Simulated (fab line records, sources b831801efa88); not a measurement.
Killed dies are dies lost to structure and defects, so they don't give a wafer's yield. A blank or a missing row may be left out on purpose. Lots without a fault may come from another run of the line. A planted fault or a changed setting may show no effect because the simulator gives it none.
fab line records | flow sky130 | part 1 of 2: steps 1 to 32 of 41
record lots=5 wafers=15 last_day=50
route steps=708 shown METAL4@601 CAP2M@603 VIA4@639
lots that met no fault: from a run of the same line without faults
start_h: hours from the record's first day to the start of the lot's first wafer shown | wait_h: hours since the lot's step before | " the same as in the row above | L1.1+2: a row that stands for several wafers | - no value, or no start given | * or withheld: withheld | < > ~ a bound
route shown NAME@n: a module of which the file shows steps, and the number in the route of the first | usual: mean/standard deviation of fault-free wafers | same: alike in all rows | chamber/n: place in a boat | sites: the reading at each site | _std_site: their standard deviation | _edge_site: outer sites' mean less inner sites' | radius_mm: how far each site lies from the wafer's centre | mask NAME#n: copy n | behind: the tool/chamber that last shaped the wafer | hold: why the lot was held/for how many hours/how that ended | device: the transistor (n, p or np) that didn't switch | end of line: the same wafers' tests at the end of the route | a step without rows: its recipe alone | killed: dies lost to structure and defects at the first sort, not the wafer's yield | map: a wafer's dies, x killed, . not, _ none there
set.NAME: the setting as run; set.NAME@STEP: as run at that earlier step | model.NAME: the simulator's own value behind a step, which no gauge read
lots at some steps of the route; a table a step, a row a wafer
services: from which hour (start_h, from the record's first day; less than 0 if before it) a tool's chamber was out of use, for how many hours, and why
## steps
# step SKY_METAL4_SPUTTER_03
# recipe material=Ti target_thk_nm=5 power_w=3000 time_s=3.3 chamber_pressure_pa=0.4
# usual throttle_valve_pct=29.7/1.1
# columns lot.wafer tool chamber start_h wait_h throttle_valve_pct
L075.1 pvd_sputter-01 - 943.08 0.0 28.0
L075.3 " - " " 31.3
L075.4 " - " " 29.4
L079.2 pvd_sputter-02 - 973.99 0.0 31.5
L079.4 " - " " 29.2
L079.6 " - " " 31.4
L090.2 pvd_sputter-03 - 1050.67 0.0 28.9
L090.3 " - " " 29.2
L090.6 " - " " 29.0
L092.2 pvd_sputter-03 - 1066.25 0.0 29.1
L092.4 " - " " 31.7
L092.6 " - " " 29.0
L096.2 pvd_sputter-03 - 1089.98 0.0 28.8
L096.3 " - " " 29.2
L096.5 " - " " 31.6
# step SKY_METAL4_SPUTTER_04
# recipe material=TiN target_thk_nm=70 power_w=6500 time_s=56.05 chamber_pressure_pa=0.4
# usual throttle_valve_pct=29.8/1.1
# columns lot.wafer tool chamber start_h wait_h throttle_valve_pct
L075.1 pvd_sputter-01 - 943.10 0.0 28.3
L075.3 " - " " 31.4
L075.4 " - " " 29.4
L079.2 pvd_sputter-02 - 974.01 0.0 31.3
L079.4 " - " " 29.4
L079.6 " - " " 31.2
L090.2 pvd_sputter-03 - 1050.68 0.0 29.3
L090.3 " - " " 29.3
L090.6 " - " " 29.0
L092.2 pvd_sputter-03 - 1066.26 0.0 29.2
L092.4 " - " " 31.5
L092.6 " - " " 29.1
L096.2 pvd_sputter-03 - 1089.99 0.0 28.8
L096.3 " - " " 29.3
L096.5 " - " " 31.6
# step SKY_CAP2M_CVD_00
# recipe material=SiO2 target_thk_nm=15.5 temp_c=400 time_s=withheld rf_w=450
# usual heater_power_w=698/78
# columns lot.wafer tool chamber start_h wait_h heater_power_w
L075.1 pecvd-04 2 943.15 0.0 646
L075.3 " 0 " " 677
L075.4 " 1 " " 799
L079.2 pecvd-01 1 974.06 0.0 756
L079.4 " 0 " " 821
L079.6 " 2 " " 700
L090.2 pecvd-04 1 1050.73 0.0 851
L090.3 " 0 " " 609
L090.6 " 1 " " 833
L092.2 pecvd-04 2 1066.31 0.0 731
L092.4 " 1 " " 846
L092.6 " 2 " " 724
L096.2 pecvd-04 1 1090.04 0.0 758
L096.3 " 2 " " 751
L096.5 " 1 " " 793
# step SKY_CAP2M_THK_MEAS_01
# recipe reads=SiO2_of_CAP2M_CVD_00
# usual CAP2M_CVD_00_THK=15.49/0.25
# columns lot.wafer tool chamber start_h wait_h CAP2M_CVD_00_THK[nm]
L075.1 film_metro-01 - 943.17 - 15.21
L075.3 " - " " 15.40
L075.4 " - " " 15.30
L079.2 film_metro-02 - 974.09 - 15.28
L079.4 " - " " 15.99
L079.6 " - " " 15.78
L090.2 film_metro-04 - 1050.78 - 15.44
L090.3 " - " " 15.89
L090.6 " - " " 15.48
L092.2 film_metro-02 - 1066.35 - 15.48
L092.4 " - " " 16.14
L092.6 " - " " 15.56
L096.2 film_metro-04 - 1090.08 - 15.50
L096.3 " - " " 15.05
L096.5 " - " " 15.94
# step SKY_CAP2M_SPUTTER_02
# recipe material=TiN target_thk_nm=200 temp_c=300 power_w=6500 time_s=166.7 chamber_pressure_pa=0.4
# usual substrate_temp_c=300.01/0.19 throttle_valve_pct=30.1/0.98
# columns lot.wafer tool chamber start_h wait_h substrate_temp_c throttle_valve_pct
L075.1 pvd_sputter-02 - 943.23 0.1 300.01 29.3
L075.3 " - " " 300.36 31.1
L075.4 " - " " 299.85 29.0
L079.2 pvd_sputter-04 - 974.14 0.0 299.96 30.2
L079.4 " - " " 299.92 30.4
L079.6 " - " " 299.89 30.0
L090.2 pvd_sputter-01 - 1050.83 0.0 299.71 29.2
L090.3 " - " " 300.03 31.6
L090.6 " - " " 299.84 29.2
L092.2 pvd_sputter-04 - 1066.40 0.0 299.94 32.0
L092.4 " - " " 299.86 30.6
L092.6 " - " " 300.31 32.0
L096.2 pvd_sputter-02 - 1090.13 0.0 300.25 29.6
L096.3 " - " " 300.17 31.4
L096.5 " - " " 299.86 31.4
# step SKY_CAP2M_RS_MEAS_03
# recipe thk_meas_gauge=four-point-probe reads=TiN_of_CAP2M_SPUTTER_02
# usual CAP2M_TIN_RS=6.89/0.08
# columns lot.wafer tool chamber start_h wait_h CAP2M_TIN_RS[ohm/sq]
L075.1 film_metro-02 - 943.34 0.1 6.86
L075.3 " - " " 6.86
L075.4 " - " " 6.94
L079.2 film_metro-04 - 974.27 0.1 7.02
L079.4 " - " " 6.99
L079.6 " - " " 6.92
L090.2 film_metro-01 - 1050.96 0.1 6.93
L090.3 " - " " 7.07
L090.6 " - " " 6.95
L092.2 film_metro-04 - 1066.52 0.1 6.89
L092.4 " - " " 6.91
L092.6 " - " " 6.92
L096.2 film_metro-02 - 1090.25 0.1 6.84
L096.3 " - " " 6.85
L096.5 " - " " 6.87
# step SKY_CAP2M_THK_MEAS_04
# recipe thk_meas_gauge=xrf reads=TiN_of_CAP2M_SPUTTER_02
# usual CAP2M_TIN_THK=204.2/2.6
# columns lot.wafer tool chamber start_h wait_h CAP2M_TIN_THK[nm]
L075.1 film_metro-02 - 943.46 0.1 205.8
L075.3 " - " " 206.6
L075.4 " - " " 203.2
L079.2 film_metro-04 - 974.38 0.1 200.4
L079.4 " - " " 201.1
L079.6 " - " " 202.2
L090.2 film_metro-01 - 1051.07 0.1 202.7
L090.3 " - " " 198.8
L090.6 " - " " 202.0
L092.2 film_metro-04 - 1066.63 0.1 204.3
L092.4 " - " " 203.3
L092.6 " - " " 203.2
L096.2 film_metro-02 - 1090.36 0.1 205.4
L096.3 " - " " 205.9
L096.5 " - " " 205.5
# step SKY_CAP2M_DEHYDRATE_05
# recipe temp_c=200 time_s=60
# columns lot.wafer tool chamber start_h wait_h
L075.1+3+4 litho_track-04 0 955.20 11.7
L079.2+4+6 litho_track-03 0 986.39 12.0
L090.2+3+6 litho_track-04 0 1062.33 11.2
L092.2+4+6 litho_track-01 0 1075.59 8.9
L096.2+3+5 litho_track-01 0 1099.99 9.6
# step SKY_CAP2M_HMDS_06
# recipe prime_time_s=60 prime_temp_c=120
# same prime_time_s=60
# columns lot.wafer tool chamber start_h wait_h
L075.1+3+4 litho_track-04 0 955.35 0.1
L079.2+4+6 litho_track-03 0 986.54 0.1
L090.2+3+6 litho_track-04 0 1062.48 0.1
L092.2+4+6 litho_track-01 0 1075.74 0.1
L096.2+3+5 litho_track-01 0 1100.14 0.1
# step SKY_CAP2M_COAT_07
# recipe resist=NOVOLAK spin_rpm=3000 resist_thk_nm=1140
# columns lot.wafer tool chamber start_h wait_h
L075.1+3+4 litho_track-04 0 955.50 0.1
L079.2+4+6 litho_track-03 0 986.69 0.1
L090.2+3+6 litho_track-04 0 1062.63 0.1
L092.2+4+6 litho_track-01 0 1075.89 0.1
L096.2+3+5 litho_track-01 0 1100.29 0.1
# step SKY_CAP2M_SOFTBAKE_08
# recipe temp_c=90 time_s=60 resist=NOVOLAK
# columns lot.wafer tool chamber start_h wait_h
L075.1+3+4 litho_track-04 0 955.65 0.1
L079.2+4+6 litho_track-03 0 986.84 0.1
L090.2+3+6 litho_track-04 0 1062.78 0.1
L092.2+4+6 litho_track-01 0 1076.04 0.1
L096.2+3+5 litho_track-01 0 1100.44 0.1
# step SKY_CAP2M_EXPOSE_09
# recipe mask_id=CAP2M na=0.6 source_shape=conventional sigma_outer=0.6 polarization=unpolarized target_cd_nm=1000 dose_mj=159
# columns lot.wafer tool chamber start_h wait_h mask
L075.1+3+4 iline_stepper-02 0 - - CAP2M#0
L079.2+4+6 iline_stepper-02 0 - - CAP2M#0
L090.2+3+6 iline_stepper-02 0 - - CAP2M#0
L092.2+4+6 iline_stepper-02 0 - - CAP2M#0
L096.2+3+5 iline_stepper-02 0 - - CAP2M#0
# step SKY_CAP2M_PEB_10
# recipe temp_c=withheld time_s=* resist=NOVOLAK
# columns lot.wafer tool chamber start_h wait_h
L075.1+3+4 litho_track-04 0 - -
L079.2+4+6 litho_track-03 0 - -
L090.2+3+6 litho_track-03 0 - -
L092.2+4+6 litho_track-03 0 - -
L096.2+3+5 litho_track-04 0 - -
# step SKY_CAP2M_DEVELOP_11
# recipe resist=NOVOLAK developer=TMAH develop_time_s=60 dev_temp_c=23
# columns lot.wafer tool chamber start_h wait_h
L075.1+3+4 litho_track-04 0 967.55 0.1
L079.2+4+6 litho_track-03 0 998.19 0.1
L090.2+3+6 litho_track-03 0 1071.10 0.1
L092.2+4+6 litho_track-03 0 1087.30 0.1
L096.2+3+5 litho_track-04 0 1110.68 0.1
# step SKY_CAP2M_OVL_MEAS_12
# usual CAP2M_OVL=0.6/1.3
# columns lot.wafer tool chamber start_h wait_h CAP2M_OVL[nm]
L075.1 overlay-02 - 967.70 0.1 1.4
L075.3 " - " " 3.7
L075.4 " - " " 2.0
L079.2 overlay-01 - 998.33 0.1 -0.3
L079.4 " - " " 1.2
L079.6 " - " " 0.9
L090.2 overlay-02 - 1071.23 0.1 0.8
L090.3 " - " " 1.5
L090.6 " - " " 2.7
L092.2 overlay-01 - 1087.43 0.1 -0.6
L092.4 " - " " -0.6
L092.6 " - " " -0.9
L096.2 overlay-01 - 1110.81 0.1 0.3
L096.3 " - " " 0.5
L096.5 " - " " -0.6
# step SKY_CAP2M_METAL_ETCH_13
# recipe target_depth_nm=220 stop_on=SiO2 chemistry=Cl2/BCl3 target=TiN pressure_mtorr=10 icp_w=900 bias_w=48.5 Cl2_flow_sccm=60 bcl3_flow_sccm=30 time_s=62.9
# usual drypump_motor_current_A=5.84/0.29 oes_product_au=0.943/0.0082 throttle_valve_pct=21.900/0.01
# columns lot.wafer tool chamber start_h wait_h drypump_motor_current_A oes_product_au rf_hours_counter_h throttle_valve_pct
L075.1 rie_metal-03 0 967.74 0.0 5.66 0.949 8 21.907
L075.3 " 0 " " 5.68 0.938 - 21.895
L075.4 " 1 " " 6.14 0.936 - 21.900
L079.2 rie_metal-03 0 998.36 0.0 5.67 0.930 10 21.917
L079.4 " 1 " " 6.14 0.933 - 21.914
L079.6 " 0 " " 5.67 0.944 - 21.904
L090.2 rie_metal-03 0 1071.26 0.0 5.67 0.934 14 21.897
L090.3 " 0 " " 5.64 0.927 - 21.888
L090.6 " 1 " " 6.12 0.946 - 21.909
L092.2 rie_metal-04 1 1087.46 0.0 5.59 0.942 21 21.883
L092.4 " 1 " " 5.60 0.944 - 21.892
L092.6 " 0 " " 6.08 0.943 - 21.880
L096.2 rie_metal-03 1 1110.84 0.0 6.14 0.951 10 21.906
L096.3 " 0 " " 5.67 0.947 - 21.911
L096.5 " 1 " " 6.14 0.946 - 21.891
# step SKY_CAP2M_STRIP_14
# recipe chemistry=O2/N2 power_w=1400 pressure_mtorr=1500 platen_temp_c=withheld o2_flow_sccm=3000 n2_flow_sccm=300 overash_fraction=0.5
# usual drypump_motor_current_A=5.8/0.41 n2_flow_sccm=300.1/0.9 oes_product_au=0.710/0.0044 strip_time_to_endpoint_s=12.65/0.049
# columns lot.wafer tool chamber start_h wait_h drypump_motor_current_A n2_flow_sccm oes_product_au rf_hours_counter_h strip_time_to_endpoint_s
L075.1 plasma_asher-02 0 967.81 0.1 5.8 300.0 0.717 56 12.67
L075.3 " 1 " " 4.9 299.7 0.711 - 12.63
L075.4 " 0 " " 5.8 300.4 0.708 - 12.57
L079.2 plasma_asher-01 0 998.43 0.1 6.3 300.8 0.720 90 12.70
L079.4 " 1 " " 5.5 299.2 0.708 - 12.66
L079.6 " 0 " " 6.3 300.6 0.712 - 12.67
L090.2 plasma_asher-04 1 1071.33 0.1 6.0 299.0 0.715 31 12.63
L090.3 " 0 " " 6.1 298.8 0.706 - 12.58
L090.6 " 1 " " 6.0 299.0 0.707 - 12.53
L092.2 plasma_asher-04 1 1087.53 0.1 6.0 298.7 0.711 33 12.63
L092.4 " 0 " " 6.1 299.3 0.712 - 12.62
L092.6 " 1 " " 6.0 299.7 0.718 - 12.69
L096.2 plasma_asher-01 0 1110.91 0.1 6.3 299.8 0.714 100 12.67
L096.3 " 1 " " 5.4 300.4 0.711 - 12.70
L096.5 " 1 " " 5.4 300.4 0.709 - 12.68
# step SKY_CAP2M_STRIP_15
# recipe chemistry=post_etch_residue_remover time_s=1200 temp_c=72.5
# columns lot.wafer tool chamber start_h wait_h
L075.1+3+4 wet_bench-02 0 967.91 0.1
L079.2+4+6 wet_bench-03 1 998.53 0.1
L090.2+3+6 wet_bench-03 0 1071.43 0.1
L092.2+4+6 wet_bench-02 0 1087.63 0.1
L096.2+3+5 wet_bench-02 3 1111.05 0.1
# step SKY_CAP2M_CLEAN_16
# recipe chemistry=IPA time_s=180 temp_c=25
# columns lot.wafer tool chamber start_h wait_h
L075.1+3+4 wet_bench-03 3 968.60 0.0
L079.2+4+6 wet_bench-02 3 998.87 0.0
L090.2+3+6 wet_bench-04 3 1071.78 0.0
L092.2+4+6 wet_bench-03 0 1087.98 0.0
L096.2+3+5 wet_bench-04 3 1111.39 0.0
# step SKY_CAP2M_CLEAN_17
# recipe chemistry=O3/DIW dry=n2_spin
# columns lot.wafer tool chamber start_h wait_h
L075.1+3+4 wet_bench-04 1 968.66 0.0
L079.2+4+6 wet_bench-03 3 998.99 0.0
L090.2+3+6 wet_bench-02 3 1071.84 0.0
L092.2+4+6 wet_bench-02 3 1088.03 0.0
L096.2+3+5 wet_bench-04 3 1111.46 0.0
# step SKY_METAL4_DEHYDRATE_05
# recipe temp_c=200 time_s=60
# columns lot.wafer tool chamber start_h wait_h
L075.1+3+4 litho_track-04 0 979.95 11.2
L079.2+4+6 litho_track-04 0 1010.93 11.8
L090.2+3+6 litho_track-02 0 1082.89 11.0
L092.2+4+6 litho_track-01 0 1096.29 8.2
L096.2+3+5 litho_track-04 0 1120.18 8.6
# step SKY_METAL4_HMDS_06
# recipe prime_time_s=60 prime_temp_c=120
# same prime_time_s=60
# columns lot.wafer tool chamber start_h wait_h
L075.1+3+4 litho_track-04 0 980.10 0.1
L079.2+4+6 litho_track-04 0 1011.08 0.1
L090.2+3+6 litho_track-02 0 1083.04 0.1
L092.2+4+6 litho_track-01 0 1096.44 0.1
L096.2+3+5 litho_track-04 0 1120.33 0.1
# step SKY_METAL4_COAT_07
# recipe resist=BARC temp_c=withheld time_s=withheld spin_rpm=3000 resist_thk_nm=60
# columns lot.wafer tool chamber start_h wait_h
L075.1+3+4 litho_track-04 0 980.25 0.1
L079.2+4+6 litho_track-04 0 1011.23 0.1
L090.2+3+6 litho_track-02 0 1083.19 0.1
L092.2+4+6 litho_track-01 0 1096.59 0.1
L096.2+3+5 litho_track-04 0 1120.48 0.1
# step SKY_METAL4_COAT_08
# recipe resist=KrF-thick spin_rpm=3000 resist_thk_nm=1140
# columns lot.wafer tool chamber start_h wait_h
L075.1+3+4 litho_track-04 0 - -
L079.2+4+6 litho_track-04 0 - -
L090.2+3+6 litho_track-02 0 - -
L092.2+4+6 litho_track-01 0 - -
L096.2+3+5 litho_track-04 0 - -
# step SKY_METAL4_SOFTBAKE_09
# recipe temp_c=100 time_s=90 resist=KrF-thick
# columns lot.wafer tool chamber start_h wait_h
L075.1+3+4 litho_track-04 0 - -
L079.2+4+6 litho_track-04 0 - -
L090.2+3+6 litho_track-02 0 - -
L092.2+4+6 litho_track-01 0 - -
L096.2+3+5 litho_track-04 0 - -
# step SKY_METAL4_EXPOSE_10
# recipe mask_id=MM4 na=0.68 source_shape=annular sigma_inner=0.4 sigma_outer=0.8 target_cd_nm=300 dose_mj=28
# columns lot.wafer tool chamber start_h wait_h mask
L075.1+3+4 krf_scanner-02 0 - - MM4#0
L079.2+4+6 krf_scanner-01 0 - - MM4#0
L090.2+3+6 krf_scanner-01 0 - - MM4#0
L092.2+4+6 krf_scanner-02 0 - - MM4#0
L096.2+3+5 krf_scanner-02 0 - - MM4#0
# step SKY_METAL4_PEB_11
# recipe peb_temp_c=withheld peb_time_s=withheld resist=KrF-thick
# columns lot.wafer tool chamber start_h wait_h
L075.1+3+4 litho_track-02 0 - -
L079.2+4+6 litho_track-01 0 - -
L090.2+3+6 litho_track-04 0 - -
L092.2+4+6 litho_track-01 0 - -
L096.2+3+5 litho_track-02 0 - -
# step SKY_METAL4_DEVELOP_12
# recipe develop_time_s=60 resist=KrF-thick dev_temp_c=21
# columns lot.wafer tool chamber start_h wait_h
L075.1+3+4 litho_track-02 0 - -
L079.2+4+6 litho_track-01 0 - -
L090.2+3+6 litho_track-04 0 - -
L092.2+4+6 litho_track-01 0 - -
L096.2+3+5 litho_track-02 0 - -
# step SKY_METAL4_CD_MEAS_13
# recipe target_cd_nm=300
# usual cd_nm=299.5/1.4
# columns lot.wafer tool chamber start_h wait_h cd_nm
L075.1 cd_sem-02 - 992.47 - 299.7
L075.3 " - " " 300.8
L075.4 " - " " 302.0
L079.2 cd_sem-02 - 1022.23 - 298.9
L079.4 " - " " 299.2
L079.6 " - " " 299.0
L090.2 cd_sem-02 - 1092.92 - 297.8
L090.3 " - " " 297.6
L090.6 " - " " 297.8
L092.2 cd_sem-01 - 1108.38 - 301.0
L092.4 " - " " 300.9
L092.6 " - " " 300.5
L096.2 cd_sem-02 - 1131.88 - 299.0
L096.3 " - " " 298.4
L096.5 " - " " 299.8
# step SKY_METAL4_OVL_MEAS_14
# usual METAL4_OVL=-1/5.3
# columns lot.wafer tool chamber start_h wait_h METAL4_OVL[nm]
L075.1 overlay-02 - 992.59 0.1 0
L075.3 " - " " 2
L075.4 " - " " -2
L079.2 overlay-01 - 1022.34 0.1 -1
L079.4 " - " " 2
L079.6 " - " " -6
L090.2 overlay-01 - 1093.03 0.1 8
L090.3 " - " " 16
L090.6 " - " " 12
L092.2 overlay-01 - 1108.49 0.1 -5
L092.4 " - " " -1
L092.6 " - " " -5
L096.2 overlay-01 - 1131.99 0.1 2
L096.3 " - " " -1
L096.5 " - " " 3
# step SKY_METAL4_DESCUM_15
# recipe chemistry=O2 source_power_w=150 bias_power_w=0 pressure_mtorr=10 temp_c=40 time_s=8
# usual drypump_motor_current_A=5.9/0.36 oes_product_au=0.997/0.01
# columns lot.wafer tool chamber start_h wait_h drypump_motor_current_A oes_product_au rf_hours_counter_h
L075.1 rie_metal-03 1 992.62 0.0 6.2 1.003 3
L075.3 " 0 " " 5.7 0.994 -
L075.4 " 1 " " 6.1 1.002 -
L079.2 rie_metal-03 0 1022.37 0.0 5.7 0.985 11
L079.4 " 1 " " 6.1 1.023 -
L079.6 " 0 " " 5.7 0.975 -
L090.2 rie_metal-01 0 1093.07 0.0 6.6 0.996 -
L090.3 " 0 " " 6.6 0.991 -
L090.6 " 0 " " 6.6 1.001 -
L092.2 rie_metal-03 0 1108.52 0.0 5.7 0.995 16
L092.4 " 0 " " 5.7 0.986 -
L092.6 " 1 " " 6.1 1.011 -
L096.2 rie_metal-04 1 1132.02 0.0 5.6 1.001 23
L096.3 " 0 " " 6.1 0.999 -
L096.5 " 0 " " 6.1 1.002 -
# step SKY_METAL4_ETCH_16
# recipe chemistry=N2/H2 target=BARC ion_energy_ev=200 bias_w=101.4 pressure_mtorr=30 n2_flow_sccm=100 h2_flow_sccm=200 icp_w=500 stop_on=SiO2 time_s=88.2 target_depth_a=600
# usual drypump_motor_current_A=5.9/0.36 n2_flow_sccm=100.02/0.28 oes_product_au=0.625/0.0042 throttle_valve_pct=13.205/0.0093
# columns lot.wafer tool chamber start_h wait_h drypump_motor_current_A n2_flow_sccm oes_product_au rf_hours_counter_h throttle_valve_pct
L075.1 rie_metal-03 1 992.65 0.0 6.2 100.10 0.622 3 13.225
L075.3 " 0 " " 5.7 100.08 0.622 - 13.201
L075.4 " 1 " " 6.2 100.05 0.626 - 13.176
L079.2 rie_metal-03 0 1022.40 0.0 5.7 99.79 0.634 11 13.216
L079.4 " 1 " " 6.1 100.07 0.621 - 13.210
L079.6 " 0 " " 5.7 100.31 0.633 - 13.216
L090.2 rie_metal-01 0 1093.15 0.1 6.5 100.14 0.624 - 13.200
L090.3 " 0 " " 6.5 99.82 0.629 - 13.199
L090.6 " 0 " " 6.5 100.38 0.624 - 13.202
L092.2 rie_metal-03 0 1108.55 0.0 5.7 100.18 0.623 16 13.200
L092.4 " 0 " " 5.7 99.59 0.627 - 13.216
L092.6 " 1 " " 6.1 100.45 0.626 - 13.194
L096.2 rie_metal-04 1 1132.05 0.0 5.6 99.96 0.625 24 13.214
L096.3 " 0 " " 6.1 99.63 0.631 - 13.214
L096.5 " 0 " " 6.1 99.62 0.618 - 13.209
